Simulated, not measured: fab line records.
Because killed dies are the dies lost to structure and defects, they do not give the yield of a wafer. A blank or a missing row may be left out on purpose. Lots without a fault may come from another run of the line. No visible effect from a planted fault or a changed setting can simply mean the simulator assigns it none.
Which tool did it? ; flow gf180mcu ; 36 wafers sampled from 12 lots at 1 step of a route of 602

## WHAT THE GAUGES SHOWED, per wafer
GF_HV_LDD_TW_MEAS_38.
lot;measured;on;HV_LDD_3_TW
L075;day 11 22:26;film metro-04;1452 1449 1434
L077;day 12 16:17;film metro-02;1437 1436 1427
L079;day 13 08:56;film metro-02;1436 1429 1434
L081;day 14 00:02;film metro-02;1436 1438 1435
L083;day 14 16:31;film metro-01;1425 1423 1426
L085;day 15 02:44;film metro-01;1431 1425 1428
L087;day 15 21:29;film metro-02;1435 1429 1434
L089;day 16 16:17;film metro-04;1456 1459 1460
L091;day 17 07:02;film metro-02;1421 1428 1428
L093;day 18 06:35;film metro-02;1426 1419 1422
L095;day 18 14:52;film metro-02;1425 1416 1416
L097;day 19 15:56;film metro-01;1427 1435 1430

## WHICH TOOL RAN EACH LOT (tool, then ch and the chambers of the sampled wafers, then the start)
Before these readings, the record contains no process step.

## THE ANSWER, worked out from the rows above alone
Rule: the lots themselves supply what counts as usual. Put in order of their means at a reading, lots are off if they are a third of the lots or fewer, leave a main group of 4 or more, and stand apart from it by a gap of 3 or more times the standard deviation of the main group's means; of several such gaps the widest counts. Not used: any main group whose means are identical at the precision the tables above print for the reading. Also off: a lot with no number at a reading for which 4 or more lots have one. The other lots that the step has rows for count as sound.
Nothing can be told from this: no lot is off at any reading shown.

## WHAT HAD BEEN PUT IN BY THE SIMULATOR
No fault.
